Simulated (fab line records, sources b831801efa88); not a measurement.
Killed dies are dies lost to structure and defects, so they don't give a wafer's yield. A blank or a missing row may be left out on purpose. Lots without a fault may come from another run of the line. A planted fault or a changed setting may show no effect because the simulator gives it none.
fab line records | flow gf180mcu
record lots=13 wafers=39 last_day=34
route steps=602 shown M1@329 V1@358 V2@383
lots that met no fault: from a run of the same line without faults
start_h: hours from the record's first day to the start of the lot's first wafer shown | wait_h: hours since the lot's step before | " the same as in the row above | L1.1+2: a row that stands for several wafers | - no value, or no start given | * or withheld: withheld | < > ~ a bound
route shown NAME@n: a module of which the file shows steps, and the number in the route of the first | usual: mean/standard deviation of fault-free wafers | same: alike in all rows | chamber/n: place in a boat | sites: the reading at each site | _std_site: their standard deviation | _edge_site: outer sites' mean less inner sites' | radius_mm: how far each site lies from the wafer's centre | mask NAME#n: copy n | behind: the tool/chamber that last shaped the wafer | hold: why the lot was held/for how many hours/how that ended | device: the transistor (n, p or np) that didn't switch | end of line: the same wafers' tests at the end of the route | a step without rows: its recipe alone | killed: dies lost to structure and defects at the first sort, not the wafer's yield | map: a wafer's dies, x killed, . not, _ none there
set.NAME: the setting as run; set.NAME@STEP: as run at that earlier step | model.NAME: the simulator's own value behind a step, which no gauge read
steps of the route over a sample of lots; a table a step, a row a wafer
services: from which hour (start_h, from the record's first day; less than 0 if before it) a tool's chamber was out of use, for how many hours, and why
## steps
# step GF_M1_CD_MEAS_14
# recipe target_cd_nm=230
# usual cd_nm=230.0/0.99
# columns lot.wafer tool chamber start_h wait_h cd_nm
L630.2 cd_sem-01 - 393.12 0.1 231.7
L630.4 " - " " 230.4
L630.5 " - " " 231.8
L631.4 cd_sem-02 - 403.71 0.1 229.8
L631.5 " - " " 229.7
L631.6 " - " " 229.4
L632.3 cd_sem-01 - 405.74 0.1 229.7
L632.4 " - " " 229.6
L632.6 " - " " 230.2
L635.2 cd_sem-01 - 441.27 0.1 231.1
L635.4 " - " " 230.9
L635.5 " - " " 230.2
L639.1 cd_sem-02 - 477.20 0.1 229.2
L639.3 " - " " 228.7
L639.4 " - " " 229.2
L641.3 cd_sem-02 - 493.24 0.1 229.9
L641.5 " - " " 229.4
L641.6 " - " " 231.1
L644.2 cd_sem-01 - 528.37 0.1 230.1
L644.3 " - " " 232.6
L644.6 " - " " 231.2
L646.1 cd_sem-02 - 548.90 0.1 230.2
L646.2 " - " " 228.8
L646.5 " - " " 228.8
L647.1 cd_sem-01 - 549.51 0.1 230.9
L647.3 " - " " 230.3
L647.5 " - " " 230.2
L649.2 cd_sem-02 - 560.66 0.1 227.4
L649.4 " - " " 227.9
L649.5 " - " " 227.1
L650.1 cd_sem-02 - 567.65 0.1 230.6
L650.3 " - " " 230.6
L650.5 " - " " 230.0
L651.2 cd_sem-02 - 578.62 0.1 229.3
L651.3 " - " " 231.1
L651.5 " - " " 228.6
L652.1 cd_sem-02 - 582.09 0.1 229.8
L652.5 " - " " 230.2
L652.6 " - " " 230.9
# step GF_V1_CVD_23
# recipe material=W target_thk_nm=350 time_s=105.05 temp_c=400 pressure_torr=40
# usual heater_power_outer_w=503/36 heater_power_w=833/49
# columns lot.wafer tool chamber start_h wait_h heater_power_outer_w heater_power_w
L630.2 cvd_w-01 0 419.28 0.0 465 736
L630.4 " 0 " " 453 744
L630.5 " 0 " " 456 764
L631.4 cvd_w-02 1 430.01 0.1 551 848
L631.5 " 0 " " 475 836
L631.6 " 1 " " 546 858
L632.3 cvd_w-01 0 432.22 0.1 454 774
L632.4 " 1 " " 516 877
L632.6 " 0 " " 458 771
L635.2 cvd_w-02 1 467.58 0.0 535 843
L635.4 " 0 " " 480 822
L635.5 " 0 " " 477 831
L639.1 cvd_w-01 0 502.74 0.0 462 755
L639.3 " 1 " " 529 868
L639.4 " 0 " " 463 774
L641.3 cvd_w-01 0 519.30 0.1 461 756
L641.5 " 1 " " 539 891
L641.6 " 0 " " 460 774
L644.2 cvd_w-02 0 553.04 0.0 482 826
L644.3 " 1 " " 548 854
L644.6 " 1 " " 546 839
L646.1 cvd_w-01 1 573.38 0.0 529 891
L646.2 " 0 " " 467 771
L646.5 " 0 " " 466 765
L647.1 cvd_w-01 1 574.33 0.0 537 892
L647.3 " 0 " " 467 766
L647.5 " 1 " " 539 873
L649.2 cvd_w-01 1 585.62 0.0 524 905
L649.4 " 1 " " 519 876
L649.5 " 1 " " 537 879
L650.1 cvd_w-02 0 591.60 0.0 471 820
L650.3 " 0 " " 467 842
L650.5 " 1 " " 544 862
L651.2 cvd_w-02 1 602.29 0.0 542 879
L651.3 " 0 " " 472 836
L651.5 " 1 " " 549 863
L652.1 cvd_w-02 0 605.73 0.0 480 819
L652.5 " 0 " " 479 816
L652.6 " 1 " " 555 869
# step GF_V2_THK_MEAS_01
# recipe reads=SiO2_of_V2_CVD_00
# usual V2_CVD_00_THK=605/7.2
# columns lot.wafer tool chamber start_h wait_h V2_CVD_00_THK[nm]
L630.2 film_metro-01 - 445.65 0.0 601
L630.4 " - " " 605
L630.5 " - " " 613
L631.4 film_metro-01 - 456.22 0.0 588
L631.5 " - " " 595
L631.6 " - " " 611
L632.3 film_metro-04 - 458.56 0.1 599
L632.4 " - " " 600
L632.6 " - " " 600
L635.2 film_metro-01 - 493.19 0.1 594
L635.4 " - " " 590
L635.5 " - " " 598
L639.1 film_metro-04 - 527.51 0.0 610
L639.3 " - " " 608
L639.4 " - " " 617
L641.3 film_metro-01 - 543.53 0.1 595
L641.5 " - " " 608
L641.6 " - " " 596
L644.2 film_metro-01 - 577.08 0.0 608
L644.3 " - " " 594
L644.6 " - " " 601
L646.1 film_metro-04 - 596.32 0.0 602
L646.2 " - " " 588
L646.5 " - " " 602
L647.1 film_metro-02 - 597.02 0.0 617
L647.3 " - " " 609
L647.5 " - " " 615
L649.2 film_metro-02 - 607.72 0.0 607
L649.4 " - " " 603
L649.5 " - " " 609
L650.1 film_metro-01 - 614.82 0.0 594
L650.3 " - " " 606
L650.5 " - " " 606
L651.2 film_metro-02 - 625.29 0.0 613
L651.3 " - " " 609
L651.5 " - " " 613
L652.1 film_metro-01 - 627.87 0.0 615
L652.5 " - " " 600
L652.6 " - " " 602
# step GF_V2_CVD_02
# recipe material=SiO2 target_thk_nm=850 precursor=TEOS temp_c=400 time_s=94.851 rf_w=600
# usual heater_power_outer_w=397/76 heater_power_w=690/110 rf_fwd_power_W=596.7/1.8
# columns lot.wafer tool chamber start_h wait_h heater_power_outer_w heater_power_w rf_fwd_power_W
L630.2 pecvd-04 1 445.70 0.0 384 643 595.4
L630.4 " 0 " " 560 922 595.7
L630.5 " 1 " " 419 690 594.7
L631.4 pecvd-04 1 456.29 0.1 469 730 597.1
L631.5 " 2 " " 389 713 596.4
L631.6 " 0 " " 442 740 596.7
L632.3 pecvd-03 0 458.60 0.0 421 772 594.6
L632.4 " 2 " " 368 697 598.3
L632.6 " 1 " " 398 662 597.6
L635.2 pecvd-01 0 493.24 0.0 469 732 595.9
L635.4 " 1 " " 454 775 592.1
L635.5 " 2 " " 250 491 595.4
L639.1 pecvd-01 0 527.57 0.1 436 714 499.9
L639.3 " 2 " " 290 544 499.9
L639.4 " 1 " " 505 853 500.8
L641.3 pecvd-01 1 543.57 0.0 491 806 501.5
L641.5 " 1 " " 506 855 499.8
L641.6 " 2 " " 320 570 498.1
L644.2 pecvd-03 0 577.13 0.0 448 780 597.5
L644.3 " 1 " " 379 648 595.2
L644.6 " 0 " " 331 631 601.2
L646.1 pecvd-01 1 596.38 0.1 390 692 597.7
L646.2 " 0 " " 384 608 598.9
L646.5 " 2 " " 205 425 597.6
L647.1 pecvd-03 0 597.08 0.1 390 730 596.4
L647.3 " 2 " " 347 689 596.6
L647.5 " 1 " " 371 609 595.8
L649.2 pecvd-03 0 607.77 0.0 453 789 593.8
L649.4 " 0 " " 337 647 593.8
L649.5 " 1 " " 376 599 598.4
L650.1 pecvd-04 0 614.88 0.1 533 867 598.4
L650.3 " 2 " " 437 768 594.8
L650.5 " 1 " " 481 755 596.8
L651.2 pecvd-03 2 625.34 0.0 377 706 597.6
L651.3 " 0 " " 450 813 598.5
L651.5 " 0 " " 338 645 597.2
L652.1 pecvd-04 1 627.93 0.1 423 675 595.3
L652.5 " 2 " " 423 745 594.6
L652.6 " 1 " " 466 720 596.1
# step GF_V2_THK_MEAS_03
# recipe reads=SiO2_of_V2_CVD_02
# usual V2_CVD_02_THK=850/11
# columns lot.wafer tool chamber start_h wait_h V2_CVD_02_THK[nm]
L630.2 film_metro-01 - 445.78 0.0 857
L630.4 " - " " 879
L630.5 " - " " 867
L631.4 film_metro-04 - 456.35 0.0 847
L631.5 " - " " 856
L631.6 " - " " 844
L632.3 film_metro-01 - 458.69 0.1 853
L632.4 " - " " 849
L632.6 " - " " 850
L635.2 film_metro-02 - 493.31 0.0 845
L635.4 " - " " 868
L635.5 " - " " 852
L639.1 film_metro-01 - 527.64 0.0 799
L639.3 " - " " 807
L639.4 " - " " 814
L641.3 film_metro-04 - 543.66 0.1 795
L641.5 " - " " 808
L641.6 " - " " 817
L644.2 film_metro-02 - 577.21 0.0 858
L644.3 " - " " 836
L644.6 " - " " 870
L646.1 film_metro-02 - 596.44 0.0 852
L646.2 " - " " 858
L646.5 " - " " 872
L647.1 film_metro-04 - 597.15 0.0 843
L647.3 " - " " 837
L647.5 " - " " 859
L649.2 film_metro-02 - 607.84 0.0 844
L649.4 " - " " 855
L649.5 " - " " 839
L650.1 film_metro-02 - 614.95 0.0 847
L650.3 " - " " 843
L650.5 " - " " 849
L651.2 film_metro-04 - 625.42 0.0 843
L651.3 " - " " 840
L651.5 " - " " 862
L652.1 film_metro-02 - 628.00 0.0 844
L652.5 " - " " 875
L652.6 " - " " 848
## services
# columns tool chamber start_h hours kind
cvd_w-01 0 404.01 - clean
cvd_w-01 1 404.01 - clean
pecvd-03 1 433.13 12.7 repair
pecvd-03 - 468.85 2.8 pm
pecvd-03 0 498.05 4.2 repair
pecvd-03 1 499.11 1.9 repair
cvd_w-01 - 508.17 1.1 repair
pecvd-03 - 509.82 6.0 pm
pecvd-01 - 556.27 2.8 pm
pecvd-03 0 569.63 5.5 repair
cvd_w-02 - 573.10 2.8 pm
pecvd-04 - 591.12 14.0 pm
pecvd-04 0 591.12 14.0 vent_cycle
pecvd-04 1 591.12 14.0 vent_cycle
pecvd-04 2 591.12 14.0 vent_cycle
cvd_w-01 1 595.90 1.7 repair
pecvd-04 0 605.12 - clean
pecvd-04 1 605.12 - clean
pecvd-04 2 605.12 - clean
pecvd-01 - 615.67 14.6 pm
cvd_w-01 0 620.63 6.1 repair
## key
first_sign step=GF_V2_CVD_02 reading=rf_fwd_power_W direction=down sigmas=54 usual=596.7 struck=500.0
effect step=GF_V2_THK_MEAS_03 reading=V2_CVD_02_THK direction=down sigmas=3.9 usual=850 struck=807
met_at GF_V2_CVD_02
struck_lots L639,L641
not_acting_at GF_M1_CD_MEAS_14,GF_V1_CVD_23,GF_V2_THK_MEAS_01
onset_between 493.24 527.57
fault kind=process_parameter_drift tool=pecvd-01 chamber=- onset_h=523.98 steps=GF_V2_CVD_02 channel=rf_w offset=-96 shape=step end_h=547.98 acts_in=these_recipes_only stated=600
